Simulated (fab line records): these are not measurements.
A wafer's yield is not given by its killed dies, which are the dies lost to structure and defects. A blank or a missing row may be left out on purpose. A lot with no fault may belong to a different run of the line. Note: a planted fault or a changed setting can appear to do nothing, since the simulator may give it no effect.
Which tool was responsible? / flow gf180mcu / 6 lots, 18 wafers sampled, at 1 step of a route of 602

WHAT THE GAUGES READ, wafer by wafer
GF_V2_OVL_MEAS_15.
lot=L524; measured=day 20 11:29; on=overlay-02; V2_OVL (nm)=3 1 1
lot=L531; measured=day 23 08:13; on=overlay-01; V2_OVL (nm)=5 8 5
lot=L536; measured=day 25 00:11; on=overlay-01; V2_OVL (nm)=-1 0 2
lot=L540; measured=day 26 04:17; on=overlay-02; V2_OVL (nm)=6 8 5
lot=L543; measured=day 26 23:19; on=overlay-02; V2_OVL (nm)=6 0 5
lot=L545; measured=day 27 13:05; on=overlay-01; V2_OVL (nm)=15 4 6

TOOL THAT RAN EACH LOT (tool first, then ch and the chambers of the sampled wafers, then the start)
Before these readings, the record contains no process step.

THE ANSWER, worked out from the rows above alone
Rule: the usual values come from the lots themselves. The widest of any qualifying gaps counts: lots, ordered by their means at a reading, are off when they make up no more than a third of the lots, leave a main group of 4 or more, and stand apart from it by 3 or more times the standard deviation of that group's means. A main group whose means are all the same, to the digits that the tables above print for the reading, isn't used. Also off: a lot with no number at a reading for which 4 or more lots have one. Any other lot the step has rows for is counted as sound.
Nothing can be told from this: no lot is off at any reading shown.

WHAT THE SIMULATOR HAD PUT IN
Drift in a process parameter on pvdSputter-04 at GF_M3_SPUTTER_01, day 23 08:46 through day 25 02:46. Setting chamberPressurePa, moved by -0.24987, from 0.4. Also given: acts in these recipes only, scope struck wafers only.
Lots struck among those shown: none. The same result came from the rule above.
